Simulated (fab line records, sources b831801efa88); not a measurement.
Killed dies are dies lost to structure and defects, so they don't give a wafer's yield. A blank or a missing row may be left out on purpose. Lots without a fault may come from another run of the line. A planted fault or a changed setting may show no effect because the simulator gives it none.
fab line records | flow sky130
record lots=15 wafers=45 last_day=50
route steps=708 shown NWELL@78 VT_ADJUST_LVTN@113 VT_ADJUST_NCORE@127
lots that met no fault: from a run of the same line without faults
start_h: hours from the record's first day to the start of the lot's first wafer shown | wait_h: hours since the lot's step before | " the same as in the row above | L1.1+2: a row that stands for several wafers | - no value, or no start given | * or withheld: withheld | < > ~ a bound
route shown NAME@n: a module of which the file shows steps, and the number in the route of the first | usual: mean/standard deviation of fault-free wafers | same: alike in all rows | chamber/n: place in a boat | sites: the reading at each site | _std_site: their standard deviation | _edge_site: outer sites' mean less inner sites' | radius_mm: how far each site lies from the wafer's centre | mask NAME#n: copy n | behind: the tool/chamber that last shaped the wafer | hold: why the lot was held/for how many hours/how that ended | device: the transistor (n, p or np) that didn't switch | end of line: the same wafers' tests at the end of the route | a step without rows: its recipe alone | killed: dies lost to structure and defects at the first sort, not the wafer's yield | map: a wafer's dies, x killed, . not, _ none there
set.NAME: the setting as run; set.NAME@STEP: as run at that earlier step | model.NAME: the simulator's own value behind a step, which no gauge read
steps of the route over a sample of lots; a table a step, a row a wafer
services: from which hour (start_h, from the record's first day; less than 0 if before it) a tool's chamber was out of use, for how many hours, and why
## steps
# step SKY_NWELL_STRIP_25
# recipe chemistry=O2/N2 power_w=1400 pressure_mtorr=1500 platen_temp_c=withheld o2_flow_sccm=3000 n2_flow_sccm=300 overash_fraction=0.5
# usual drypump_motor_current_A=5.9/0.63 oes_product_au=0.722/0.0038 strip_time_to_endpoint_s=36.88/0.099
# columns lot.wafer tool chamber start_h wait_h drypump_motor_current_A oes_product_au rf_hours_counter_h strip_time_to_endpoint_s
L647.1 plasma_asher-01 1 106.91 0.1 5.1 0.724 42 36.93
L647.3 " 0 " " 6.5 0.712 - 36.96
L647.4 " 1 " " 5.0 0.719 - 36.97
L651.2 plasma_asher-01 1 127.79 0.1 5.0 0.725 1 37.19
L651.4 " 1 " " 5.1 0.718 - 37.11
L651.5 " 0 " " 6.5 0.718 - 37.17
L652.2 plasma_asher-01 0 135.40 0.1 6.5 0.720 3 37.05
L652.4 " 0 " " 6.5 0.719 - 36.98
L652.6 " 1 " " 5.1 0.725 - 36.77
L653.3 plasma_asher-01 0 136.77 0.1 6.6 0.728 - 37.00
L653.4 " 1 " " 5.1 0.721 - 36.88
L653.6 " 1 " " 5.1 0.723 - 36.96
L654.3 plasma_asher-01 1 146.75 0.1 5.0 0.718 - 36.82
L654.4 " 0 " " 6.5 0.718 - 36.90
L654.5 " 1 " " 5.0 0.725 - 36.90
L658.1 plasma_asher-01 1 172.66 0.1 5.0 0.724 6 36.86
L658.2 " 0 " " 6.6 0.726 6 36.93
L658.6 " 1 " " 5.1 0.724 - 36.70
L660.3 plasma_asher-04 0 188.88 0.1 6.4 0.724 - 36.69
L660.4 " 1 " " 6.2 0.728 - 36.82
L660.6 " 0 " " 6.4 0.722 - 36.76
L661.2 plasma_asher-04 0 192.05 0.1 6.4 0.724 33 36.85
L661.3 " 1 " " 6.2 0.724 - 36.93
L661.6 " 1 " " 6.2 0.728 - 36.84
L662.2 plasma_asher-03 1 197.75 0.1 5.8 0.717 51 36.91
L662.3 " 0 " " 5.5 0.720 - 36.78
L662.4 " 1 " " 5.8 0.726 - 36.80
L665.1 plasma_asher-01 0 215.70 0.1 6.6 0.720 10 36.73
L665.4 " 0 " " 6.5 0.721 - 36.71
L665.6 " 0 " " 6.5 0.726 - 36.79
L666.1 plasma_asher-03 0 223.70 0.1 5.5 0.724 54 36.88
L666.3 " 0 " " 5.5 0.725 - 36.77
L666.6 " 1 " " 5.8 0.719 - 36.86
L667.2 plasma_asher-01 0 224.24 0.1 6.6 0.725 11 37.04
L667.3 " 1 " " 5.1 0.727 - 36.96
L667.6 " 1 " " 5.0 0.722 - 36.91
L668.4 plasma_asher-01 0 232.37 0.1 6.6 0.725 - 36.93
L668.5 " 1 " " 5.1 0.725 - 36.93
L668.6 " 0 " " 6.6 0.712 - 36.74
L669.3 plasma_asher-01 1 239.33 0.1 5.1 0.723 - 36.75
L669.4 " 0 " " 6.6 0.732 - 36.85
L669.6 " 0 " " 6.6 0.725 - 36.78
L670.2 plasma_asher-01 0 247.05 0.1 6.5 0.725 14 36.83
L670.3 " 0 " " 6.5 0.726 - 36.90
L670.5 " 0 " " 6.5 0.720 - 36.81
# step SKY_VT_ADJUST_LVTN_PEB_16
# recipe temp_c=withheld time_s=* resist=NOVOLAK
# usual chill_plate_temp_C=* exhaust_pa=45.1/0.81
# columns lot.wafer tool chamber start_h wait_h chill_plate_temp_C exhaust_pa
L647.1 litho_track-02 0 163.30 - * 43.9
L647.3 " 0 " " * 44.3
L647.4 " 0 " " * 43.6
L651.2 litho_track-02 0 187.88 - * 44.2
L651.4 " 0 " " * 44.0
L651.5 " 0 " " * 44.0
L652.2 litho_track-04 0 196.25 - * 44.6
L652.4 " 0 " " * 44.2
L652.6 " 0 " " * 44.1
L653.3 litho_track-04 0 198.63 - * 44.0
L653.4 " 0 " " * 43.8
L653.6 " 0 " " * 43.1
L654.3 litho_track-04 0 210.28 - * 45.1
L654.4 " 0 " " * 44.8
L654.5 " 0 " " * 45.8
L658.1 litho_track-02 0 237.90 - * 45.9
L658.2 " 0 " " * 44.3
L658.6 " 0 " " * 44.6
L660.3 litho_track-03 - 257.84 - - -
L660.4 " - " " - -
L660.6 " - " " - -
L661.2 litho_track-03 - 260.02 - - -
L661.3 " - " " - -
L661.6 " - " " - -
L662.2 litho_track-02 - 265.48 - - -
L662.3 " - " " - -
L662.4 " - " " - -
L665.1 litho_track-04 0 286.33 - * 45.7
L665.4 " 0 " " * 45.0
L665.6 " 0 " " * 44.2
L666.1 litho_track-03 0 296.09 - * 44.6
L666.3 " 0 " " * 44.6
L666.6 " 0 " " * 46.1
L667.2 litho_track-04 0 296.40 - * 45.5
L667.3 " 0 " " * 45.3
L667.6 " 0 " " * 45.5
L668.4 litho_track-03 0 305.22 - * 46.4
L668.5 " 0 " " * 46.4
L668.6 " 0 " " * 46.3
L669.3 litho_track-02 0 312.65 - * 43.8
L669.4 " 0 " " * 45.0
L669.6 " 0 " " * 44.3
L670.2 litho_track-04 0 321.90 - * 45.0
L670.3 " 0 " " * 46.0
L670.5 " 0 " " * 45.6
# step SKY_VT_ADJUST_LVTN_TW_MEAS_21
# usual VT_ADJUST_LVTN_2_TW=187.0/1.6
# columns lot.wafer tool chamber start_h wait_h VT_ADJUST_LVTN_2_TW
L647.1 film_metro-02 - 163.89 0.1 186.6
L647.3 " - " " 186.3
L647.4 " - " " 186.9
L651.2 film_metro-02 - 188.45 0.1 185.6
L651.4 " - " " 187.1
L651.5 " - " " 186.8
L652.2 film_metro-03 - 196.82 0.1 185.7
L652.4 " - " " 185.6
L652.6 " - " " 186.1
L653.3 film_metro-04 - 199.18 0.1 189.1
L653.4 " - " " 189.0
L653.6 " - " " 189.5
L654.3 film_metro-02 - 210.83 0.1 186.1
L654.4 " - " " 186.1
L654.5 " - " " 187.1
L658.1 film_metro-04 - 238.49 0.1 188.7
L658.2 " - " " 189.0
L658.6 " - " " 189.2
L660.3 film_metro-03 - 258.40 0.1 186.7
L660.4 " - " " 186.7
L660.6 " - " " 187.1
L661.2 film_metro-04 - 260.59 0.1 190.7
L661.3 " - " " 191.2
L661.6 " - " " 191.4
L662.2 film_metro-02 - 266.05 0.1 187.2
L662.3 " - " " 185.8
L662.4 " - " " 185.6
L665.1 film_metro-02 - 286.91 0.1 185.7
L665.4 " - " " 186.6
L665.6 " - " " 187.2
L666.1 film_metro-03 - 296.68 0.1 184.3
L666.3 " - " " 184.9
L666.6 " - " " 184.7
L667.2 film_metro-04 - 296.97 0.1 187.1
L667.3 " - " " 188.3
L667.6 " - " " 188.2
L668.4 film_metro-02 - 305.76 0.1 187.2
L668.5 " - " " 187.3
L668.6 " - " " 186.7
L669.3 film_metro-04 - 313.24 0.1 189.4
L669.4 " - " " 188.6
L669.6 " - " " 190.1
L670.2 film_metro-04 - 322.47 0.1 189.8
L670.3 " - " " 188.8
L670.5 " - " " 188.9
# step SKY_VT_ADJUST_NCORE_OVL_MEAS_08
# usual VT_ADJUST_NCORE_OVL=1.2/1.6
# columns lot.wafer tool chamber start_h wait_h VT_ADJUST_NCORE_OVL[nm]
L647.1 overlay-02 - 185.17 0.1 0.3
L647.3 " - " " -0.5
L647.4 " - " " -1.1
L651.2 overlay-02 - 209.75 0.1 2.9
L651.4 " - " " 1.8
L651.5 " - " " 1.6
L652.2 overlay-01 - 218.50 0.1 0.3
L652.4 " - " " 2.0
L652.6 " - " " -0.7
L653.3 overlay-02 - 221.33 0.1 0.7
L653.4 " - " " 0.6
L653.6 " - " " -1.1
L654.3 overlay-01 - 232.96 0.1 -0.9
L654.4 " - " " 1.6
L654.5 " - " " -0.5
L658.1 overlay-02 - 262.28 0.1 1.9
L658.2 " - " " 0.7
L658.6 " - " " 1.2
L660.3 overlay-01 - 282.16 0.1 -0.4
L660.4 " - " " 2.2
L660.6 " - " " -0.1
L661.2 overlay-01 - 284.30 0.1 1.5
L661.3 " - " " 2.5
L661.6 " - " " 2.5
L662.2 overlay-01 - 290.52 0.1 0.5
L662.3 " - " " 0.6
L662.4 " - " " -2.3
L665.1 overlay-02 - 312.35 0.1 0.6
L665.4 " - " " 1.4
L665.6 " - " " -0.1
L666.1 overlay-01 - 321.70 0.1 2.4
L666.3 " - " " 3.2
L666.6 " - " " 0.5
L667.2 overlay-02 - 322.24 0.1 2.5
L667.3 " - " " 1.6
L667.6 " - " " 2.0
L668.4 overlay-01 - 330.45 0.1 2.6
L668.5 " - " " 1.5
L668.6 " - " " 0.9
L669.3 overlay-02 - 338.64 0.1 3.4
L669.4 " - " " 3.5
L669.6 " - " " 2.7
L670.2 overlay-01 - 347.55 0.1 0.7
L670.3 " - " " -0.8
L670.5 " - " " -1.2
## services
# columns tool chamber start_h hours kind
plasma_asher-01 - 108.75 9.0 pm
plasma_asher-01 0 108.75 9.0 vent_cycle
plasma_asher-01 1 108.75 9.0 vent_cycle
plasma_asher-01 - 111.70 0.6 repair
plasma_asher-01 0 117.75 - clean
plasma_asher-01 1 117.75 - clean
plasma_asher-03 - 129.48 10.0 repair
plasma_asher-04 - 213.94 14.6 pm
plasma_asher-04 - 307.60 28.1 pm
## key
first_sign step=SKY_VT_ADJUST_LVTN_PEB_16 reading=tool_record direction=missing
effect none on later readings
met_at SKY_VT_ADJUST_LVTN_PEB_16
struck_lots L660,L661,L662
sort_left_out L660.3,L660.4,L660.6,L661.2,L661.3,L661.6,L662.2,L662.3,L662.4
tester_left_out L660,L661,L662
not_acting_at SKY_NWELL_STRIP_25,SKY_VT_ADJUST_LVTN_TW_MEAS_21,SKY_VT_ADJUST_NCORE_OVL_MEAS_08
onset_between 237.90 257.84
fault kind=skipped_step_whole tool=litho_track-02,litho_track-03 chamber=- onset_h=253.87 steps=SKY_VT_ADJUST_LVTN_PEB_16 scope=struck_lots_only
# tester_left_out: of these lots the tester's yield and bins aren't shown, on N5 and GAA mostly nor the transistor test; their killed dies are dies lost to structure and defects alone, not to doping, threshold or leakage, so they don't give the yield
# sort_left_out: the simulated sort isn't trusted on such a fault, so these wafers' sort isn't shown, and their yield isn't known
